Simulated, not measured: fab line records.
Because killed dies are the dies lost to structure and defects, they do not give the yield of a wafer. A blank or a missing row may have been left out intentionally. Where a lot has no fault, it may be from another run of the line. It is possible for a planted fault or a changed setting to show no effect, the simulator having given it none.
fab line records	flow sky130
record: lots: 14	wafers: 42	last_day: 52
route steps=708 shown VT_ADJUST_HVTP@92 VT_ADJUST_NCORE@127 VT_ADJUST_PCH@150 SONOS_ONO@168 PAD_OPEN@708
lots untouched by any fault: they come from a run of this same line in which no faults occurred
start_h: the number of hours between the record's first day and the start of the first shown wafer of the lot	wait_h: hours elapsed since this lot's preceding step	" identical to the entry in the row above	L1.1+2: one row covering several wafers at once	- value missing, or start not given	* or withheld: withheld	< > ~ a bound
route shown NAME@n: NAME is a module with steps in the file, n the number in the route of the first one	usual: the fault-free wafers' mean and standard deviation	same: alike in all rows	chamber/n: place in a boat	sites: each site's reading	_std_site: how widely they spread, as a standard deviation	_edge_site: inner sites' mean taken away from outer sites' mean	radius_mm: how far each site lies from the wafer's centre	mask NAME#n: copy n	behind: the tool/chamber that last shaped the wafer	hold: what put the lot on hold/how long, in hours/how the hold closed	device: the transistor (n, p or np) that didn't switch	end of line: the route-end tests of the same wafers	a step given without rows: its recipe and nothing more	killed: not the wafer's yield, but the dies lost to structure and defects at the first sort	map: a wafer's dies, x killed, . not, _ none there
set.NAME: the setting the step ran with; set.NAME@STEP: the setting that earlier step ran with	model.NAME: the simulator's own value behind a step, which no gauge read
one table for each step of the route and one row for each wafer, over a sample of lots
services: from which hour (start_h, from the record's first day; less than 0 if before it) a tool's chamber was out of use, for how many hours, and why
== steps ==
step: SKY_VT_ADJUST_HVTP_CD_MEAS_07
recipe: target_cd_nm: 380
usual: cd_nm: 379.4/2.6
lot.wafer	tool	chamber	start_h	wait_h	cd_nm
L630.1	cd_sem-01	-	122.34	0.1	375.5
L630.4	"	-	"	"	375.1
L630.6	"	-	"	"	378.1
L631.4	cd_sem-02	-	128.70	0.1	380.3
L631.5	"	-	"	"	379.0
L631.6	"	-	"	"	378.9
L632.3	cd_sem-02	-	138.33	0.1	382.5
L632.4	"	-	"	"	382.4
L632.5	"	-	"	"	381.7
L633.3	cd_sem-02	-	143.83	0.1	378.0
L633.4	"	-	"	"	376.8
L633.6	"	-	"	"	378.0
L634.2	cd_sem-02	-	149.06	0.1	378.0
L634.3	"	-	"	"	378.2
L634.4	"	-	"	"	378.1
L635.1	cd_sem-02	-	154.18	0.1	375.2
L635.3	"	-	"	"	373.5
L635.6	"	-	"	"	377.0
L636.3	cd_sem-01	-	162.03	0.1	380.6
L636.5	"	-	"	"	375.8
L636.6	"	-	"	"	379.4
L637.2	cd_sem-02	-	166.71	0.1	377.8
L637.4	"	-	"	"	377.8
L637.6	"	-	"	"	380.4
L638.2	cd_sem-01	-	170.66	0.1	377.5
L638.4	"	-	"	"	376.0
L638.5	"	-	"	"	372.1
L639.2	cd_sem-02	-	175.26	0.1	378.6
L639.4	"	-	"	"	378.3
L639.5	"	-	"	"	379.0
L644.3	cd_sem-01	-	207.88	0.1	381.1
L644.4	"	-	"	"	382.0
L644.5	"	-	"	"	381.8
L651.1	cd_sem-02	-	257.24	0.1	384.1
L651.4	"	-	"	"	383.6
L651.5	"	-	"	"	382.9
L652.1	cd_sem-02	-	263.88	0.1	374.8
L652.2	"	-	"	"	378.0
L652.4	"	-	"	"	376.9
L653.2	cd_sem-02	-	269.20	0.1	379.6
L653.4	"	-	"	"	382.4
L653.5	"	-	"	"	384.0
step: SKY_VT_ADJUST_NCORE_OVL_MEAS_08
usual: VT_ADJUST_NCORE_OVL: 0.1/1.2
lot.wafer	tool	chamber	start_h	wait_h	VT_ADJUST_NCORE_OVL[nm]
L630.1	overlay-02	-	182.59	0.1	-2.3
L630.4	"	-	"	"	-3.3
L630.6	"	-	"	"	-3.3
L631.4	overlay-01	-	190.03	0.1	-0.4
L631.5	"	-	"	"	0.3
L631.6	"	-	"	"	1.1
L632.3	overlay-01	-	200.02	0.1	-3.2
L632.4	"	-	"	"	-0.8
L632.5	"	-	"	"	-2.6
L633.3	overlay-02	-	206.42	0.1	1.6
L633.4	"	-	"	"	-0.3
L633.6	"	-	"	"	0.7
L634.2	overlay-01	-	212.02	0.1	0.2
L634.3	"	-	"	"	0.0
L634.4	"	-	"	"	0.2
L635.1	overlay-01	-	217.85	0.1	-0.5
L635.3	"	-	"	"	0.1
L635.6	"	-	"	"	1.6
L636.3	overlay-01	-	225.80	0.1	0.4
L636.5	"	-	"	"	2.1
L636.6	"	-	"	"	0.4
L637.2	overlay-02	-	230.70	0.1	0.7
L637.4	"	-	"	"	-0.9
L637.6	"	-	"	"	-2.1
L638.2	overlay-02	-	235.87	0.1	-0.6
L638.4	"	-	"	"	-0.7
L638.5	"	-	"	"	0.4
L639.2	overlay-02	-	241.70	0.1	-0.8
L639.4	"	-	"	"	-1.2
L639.5	"	-	"	"	-1.1
L644.3	overlay-02	-	276.71	0.1	0.4
L644.4	"	-	"	"	-0.6
L644.5	"	-	"	"	-1.3
L651.1	overlay-01	-	330.15	0.1	1.8
L651.4	"	-	"	"	3.4
L651.5	"	-	"	"	0.0
L652.1	overlay-01	-	336.60	0.1	1.3
L652.2	"	-	"	"	0.8
L652.4	"	-	"	"	0.6
L653.2	overlay-01	-	345.25	0.1	2.4
L653.4	"	-	"	"	0.7
L653.5	"	-	"	"	0.9
step: SKY_VT_ADJUST_PCH_OVL_MEAS_07
usual: VT_ADJUST_PCH_OVL: 1.3/1.3
lot.wafer	tool	chamber	start_h	wait_h	VT_ADJUST_PCH_OVL[nm]
L630.1	overlay-02	-	224.84	-	4.0
L630.4	"	-	"	"	2.2
L630.6	"	-	"	"	0.6
L631.4	overlay-02	-	234.81	-	-0.1
L631.5	"	-	"	"	0.7
L631.6	"	-	"	"	1.3
L632.3	overlay-01	-	244.45	-	-0.7
L632.4	"	-	"	"	0.7
L632.5	"	-	"	"	-0.9
L633.3	overlay-01	-	251.10	-	2.4
L633.4	"	-	"	"	0.5
L633.6	"	-	"	"	3.8
L634.2	overlay-02	-	257.83	-	1.2
L634.3	"	-	"	"	0.1
L634.4	"	-	"	"	0.0
L635.1	overlay-01	-	264.89	-	-1.7
L635.3	"	-	"	"	2.0
L635.6	"	-	"	"	1.5
L636.3	overlay-01	-	272.45	-	0.6
L636.5	"	-	"	"	0.2
L636.6	"	-	"	"	-0.5
L637.2	overlay-02	-	277.34	-	1.8
L637.4	"	-	"	"	3.2
L637.6	"	-	"	"	3.0
L638.2	overlay-02	-	282.60	-	1.5
L638.4	"	-	"	"	1.0
L638.5	"	-	"	"	1.3
L639.2	overlay-02	-	288.33	-	3.4
L639.4	"	-	"	"	1.1
L639.5	"	-	"	"	2.3
L644.3	overlay-01	-	324.85	-	1.5
L644.4	"	-	"	"	-0.9
L644.5	"	-	"	"	0.1
L651.1	overlay-02	-	386.48	-	-0.3
L651.4	"	-	"	"	1.0
L651.5	"	-	"	"	1.0
L652.1	overlay-01	-	392.99	-	-0.6
L652.2	"	-	"	"	-1.7
L652.4	"	-	"	"	1.2
L653.2	overlay-02	-	403.00	-	-0.2
L653.4	"	-	"	"	1.8
L653.5	"	-	"	"	1.2
step: SKY_SONOS_ONO_OXIDATION_00
recipe: temp_c: 800	ambient: O2	idle_temp_c: 700	ramp_up_c_per_min: 10	ramp_down_c_per_min: 3	stabilise_s: 600	purge_s: 300	target_thk_a: 26	ox_time_s: 1249
usual: ramp_down_c_per_min: 3.0000/0.0006	spike_tc_upper_C: 801.1/1.1	zone_power_lower_pct: 14.60/0.18
lot.wafer	tool	chamber	start_h	wait_h	ramp_down_c_per_min	spike_tc_upper_C	zone_power_lower_pct
L630.1	furnace-01	0	252.31	3.4	3.0003	800.9	14.46
L630.4	"	0	"	"	3.0000	801.0	14.46
L630.6	"	0	"	"	2.9997	800.9	14.75
L631.4	furnace-01	0	264.58	5.1	2.9999	798.9	14.34
L631.5	"	0	"	"	3.0002	802.2	14.60
L631.6	"	0	"	"	2.9996	799.6	14.71
L632.3	furnace-01	0	277.20	8.1	3.0006	802.0	14.65
L632.4	"	0	"	"	3.0003	800.0	14.77
L632.5	"	0	"	"	3.0002	801.3	14.77
L633.3	furnace-01	0	277.20	2.2	3.0010	802.4	14.91
L633.4	"	0	"	"	2.9997	800.0	14.82
L633.6	"	0	"	"	2.9983	799.5	14.75
L634.2	furnace-01	0	287.37	6.0	3.0001	800.2	14.47
L634.3	"	0	"	"	3.0000	801.0	14.70
L634.4	"	0	"	"	3.0001	799.4	14.83
L635.1	furnace-01	0	294.07	5.4	3.0001	800.8	14.82
L635.3	"	0	"	"	3.0005	801.3	14.95
L635.6	"	0	"	"	2.9996	799.7	14.83
L636.3	furnace-01	0	302.54	5.9	2.9992	801.9	14.45
L636.5	"	0	"	"	2.9996	801.3	14.70
L636.6	"	0	"	"	2.9991	801.4	14.84
L637.2	furnace-01	0	302.54	0.6	3.0002	801.1	14.54
L637.4	"	0	"	"	3.0012	801.9	14.71
L637.6	"	0	"	"	2.9998	800.9	14.69
L638.2	furnace-02	0	308.90	1.5	2.9999	800.6	14.35
L638.4	"	0	"	"	3.0006	803.1	14.55
L638.5	"	0	"	"	2.9999	800.2	14.68
L639.2	furnace-01	0	312.74	0.8	2.9995	799.8	14.71
L639.4	"	0	"	"	3.0002	801.4	14.45
L639.5	"	0	"	"	3.0007	800.0	14.81
L644.3	furnace-01	0	413.51	60.9	3.0004	801.2	14.50
L644.4	"	0	"	"	2.9998	800.2	14.51
L644.5	"	0	"	"	2.9994	799.7	14.48
L652.1	furnace-02	0	423.82	0.7	2.9999	801.8	14.54
L652.2	"	0	"	"	2.9991	800.8	14.57
L652.4	"	0	"	"	3.0002	801.8	14.44
L653.2	furnace-02	0	433.30	0.0	3.0002	801.6	14.36
L653.4	"	0	"	"	2.9994	800.5	14.54
L653.5	"	0	"	"	3.0011	801.5	14.34
L651.1	furnace-01	0	478.95	61.5	2.9994	800.4	14.71
L651.4	"	0	"	"	3.0001	799.5	14.71
L651.5	"	0	"	"	3.0004	801.1	14.63
step: SKY_PAD_OPEN_PROBE_99
usual: killed_at_M0_to_M3: 43/6.5	killed_at_M4_up: 3.2/1.8	killed_at_contacts: 26/5.2	killed_at_front_end: 16/4.8	killed_at_other: 0.3/0.6	killed_dies: 89/9.6	killed_open: 48/7.1	killed_short: 40/6.4
same: gross_dies: 492	killed_at_back_side: 0
lot.wafer	tool	chamber	start_h	wait_h	killed_at_M0_to_M3	killed_at_M4_up	killed_at_contacts	killed_at_front_end	killed_at_other	killed_dies	killed_open	killed_short
L631.4	prober-02	-	1089.39	0.2	44	3	19	14	0	80	44	36
L631.5	prober-02	-	1089.44	0.2	47	2	21	11	0	81	39	42
L631.6	prober-02	-	1089.49	0.2	47	2	25	16	0	90	54	36
L636.3	prober-02	-	1116.09	0.2	41	5	26	20	0	92	49	43
L636.5	prober-02	-	1116.19	0.2	40	3	36	16	0	95	41	54
L636.6	prober-02	-	1116.24	0.2	46	3	23	26	0	98	49	49
L637.2	prober-02	-	1117.54	0.1	38	5	24	13	0	80	47	33
L637.4	prober-02	-	1117.64	0.2	41	4	21	20	1	87	43	43
L637.6	prober-02	-	1117.74	0.2	52	2	22	20	0	96	49	47
L638.2	prober-01	-	1119.29	0.1	49	3	23	11	0	86	62	24
L639.2	prober-02	-	1126.61	0.1	36	5	23	10	0	74	40	34
L644.3	prober-01	-	1214.16	0.2	55	6	32	12	1	106	56	46
L644.4	prober-01	-	1214.21	0.2	47	0	23	16	0	86	48	38
L644.5	prober-01	-	1214.26	0.2	42	2	16	11	0	71	37	32
L651.1	prober-02	-	1250.20	0.1	38	4	22	8	1	73	38	34
L651.4	prober-02	-	1250.35	0.2	31	4	24	11	1	71	39	31
L651.5	prober-02	-	1250.40	0.2	33	6	21	11	0	71	36	35
killed by level:class
L631.4 CONTACT:geometric_particle:open=9 VIA1:geometric_particle:open=9 METAL1:geometric_particle:short=7 VIA2:geometric_particle:open=6 VIA3:geometric_particle:open=6 CONTACT:geometric_particle:short=5 VIA3:geometric_particle:short=4 VIA1:geometric_particle:short=4
L631.5 CONTACT:geometric_particle:open=9 FIELD_ISO:geometric_particle:short=7 VIA2:geometric_particle:open=7 VIA1:geometric_particle:open=6 VIA1:geometric_particle:short=6 VIA3:geometric_particle:short=6 VIA3:geometric_particle:open=6 LI_CONTACT:geometric_particle:open=5
L631.6 VIA1:geometric_particle:open=12 CONTACT:geometric_particle:open=11 LI_CONTACT:geometric_particle:open=8 VIA2:geometric_particle:open=8 VIA3:geometric_particle:open=7 POLY_GATE:geometric_particle:short=5 CONTACT:geometric_particle:short=5 FIELD_ISO:geometric_particle:short=4
L636.3 LI_CONTACT:geometric_particle:open=8 CONTACT:geometric_particle:open=8 VIA1:geometric_particle:short=6 VIA1:geometric_particle:open=6 METAL2:geometric_particle:short=6 POLY_GATE:geometric_particle:open=5 POLY_GATE:geometric_particle:short=4 SPACER:geometric_particle:open=4
L636.5 CONTACT:geometric_particle:short=13 CONTACT:geometric_particle:open=10 LI_CONTACT:geometric_particle:open=8 VIA1:geometric_particle:short=7 METAL2:geometric_particle:short=7 FIELD_ISO:geometric_particle:short=6 VIA1:geometric_particle:open=6 FIELD_ISO:geometric_particle:open=5
L636.6 VIA1:geometric_particle:open=12 CONTACT:geometric_particle:open=8 METAL1:geometric_particle:short=7 FIELD_ISO:geometric_particle:short=6 LI_CONTACT:geometric_particle:open=6 VIA1:geometric_particle:short=6 METAL2:geometric_particle:short=6 FIELD_ISO:geometric_particle:open=5
L637.2 LI_CONTACT:geometric_particle:open=10 VIA3:geometric_particle:open=7 VIA1:geometric_particle:open=7 VIA2:geometric_particle:open=7 CONTACT:geometric_particle:open=6 VIA1:geometric_particle:short=6 FIELD_ISO:geometric_particle:open=5 METAL4:geometric_particle:short=5
L637.4 CONTACT:geometric_particle:open=9 METAL1:geometric_particle:short=8 LI_CONTACT:geometric_particle:open=7 VIA1:geometric_particle:short=6 VIA1:geometric_particle:open=6 VIA3:geometric_particle:open=6 FIELD_ISO:geometric_particle:short=5 VIA3:geometric_particle:short=5
L637.6 VIA1:geometric_particle:open=14 VIA3:geometric_particle:open=8 CONTACT:geometric_particle:open=8 FIELD_ISO:geometric_particle:short=6 METAL3:geometric_particle:short=5 FIELD_ISO:geometric_particle:open=4 POLY_GATE:geometric_particle:short=4 LOCAL_INTERCONNECT:geometric_particle:short=4
L638.2 LI_CONTACT:geometric_particle:open=13 VIA1:geometric_particle:open=11 VIA3:geometric_particle:open=8 VIA2:geometric_particle:open=7 CONTACT:geometric_particle:open=7 METAL2:geometric_particle:short=6 POLY_GATE:geometric_particle:open=4 METAL1:geometric_particle:open=4
L639.2 VIA3:geometric_particle:open=9 CONTACT:geometric_particle:short=7 VIA2:geometric_particle:open=7 POLY_GATE:geometric_particle:short=6 LI_CONTACT:geometric_particle:open=6 VIA1:geometric_particle:open=6 METAL4:geometric_particle:short=5 CONTACT:geometric_particle:open=4
L644.3 VIA1:geometric_particle:open=13 CONTACT:geometric_particle:open=12 METAL1:geometric_particle:short=9 LOCAL_INTERCONNECT:geometric_particle:short=7 VIA1:geometric_particle:short=7 VIA3:geometric_particle:open=7 VIA2:geometric_particle:open=7 LI_CONTACT:geometric_particle:open=6
L644.4 LI_CONTACT:geometric_particle:open=11 VIA1:geometric_particle:open=7 VIA2:geometric_particle:open=7 CONTACT:geometric_particle:open=6 METAL1:geometric_particle:short=6 METAL2:geometric_particle:short=6 POLY_GATE:geometric_particle:short=5 VIA3:geometric_particle:open=5
L644.5 VIA1:geometric_particle:open=8 VIA3:geometric_particle:open=7 CONTACT:geometric_particle:open=7 LI_CONTACT:geometric_particle:open=4 METAL3:geometric_particle:short=4 CONTACT:geometric_particle:short=4 METAL1:geometric_particle:open=4 METAL1:geometric_particle:short=4
L651.1 VIA1:geometric_particle:open=9 LI_CONTACT:geometric_particle:open=7 CONTACT:geometric_particle:open=7 METAL3:geometric_particle:short=6 VIA1:geometric_particle:short=5 VIA2:geometric_particle:short=4 FIELD_ISO:geometric_particle:short=3 CONTACT:geometric_particle:short=3
L651.4 VIA1:geometric_particle:open=7 LI_CONTACT:geometric_particle:open=7 CONTACT:geometric_particle:open=6 METAL2:geometric_particle:short=6 VIA3:geometric_particle:open=5 POLY_GATE:geometric_particle:open=4 LOCAL_INTERCONNECT:geometric_particle:short=4 CONTACT:geometric_particle:short=4
L651.5 VIA1:geometric_particle:open=8 CONTACT:geometric_particle:open=7 METAL2:geometric_particle:short=6 LI_CONTACT:geometric_particle:open=6 VIA1:geometric_particle:short=5 METAL4:geometric_particle:short=5 POLY_GATE:geometric_particle:short=4 LOCAL_INTERCONNECT:geometric_particle:short=4
== services ==
tool	chamber	start_h	hours	kind
furnace-02	-	243.61	51.1	pm
furnace-02	-	294.66	5.2	pm
furnace-02	-	299.89	3.2	pm
furnace-01	-	303.89	3.1	pm
furnace-01	-	373.10	3.2	pm
furnace-02	-	441.49	4.4	pm
== key ==
first_sign: step: SKY_SONOS_ONO_OXIDATION_00	reading: wait_h	direction: changed
effect none on later readings
met_at SKY_SONOS_ONO_OXIDATION_00
struck_lots L644,L651
struck_wafers L644.3,L644.4,L644.5,L651.1,L651.4,L651.5
tester_left_out L644,L651
not_acting_at SKY_VT_ADJUST_HVTP_CD_MEAS_07,SKY_VT_ADJUST_NCORE_OVL_MEAS_08,SKY_VT_ADJUST_PCH_OVL_MEAS_07
fault: kind: queue_time_violation	tool: furnace-01,furnace-02	chamber: 0	onset_h: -	steps: SKY_SONOS_ONO_OXIDATION_00	delay_hr: 60	scope: struck_lots_only
tester_left_out: of these lots the tester's yield and bins aren't shown, on N5 and GAA mostly nor the transistor test; their killed dies are dies lost to structure and defects alone, not to doping, threshold or leakage, so they don't give the yield
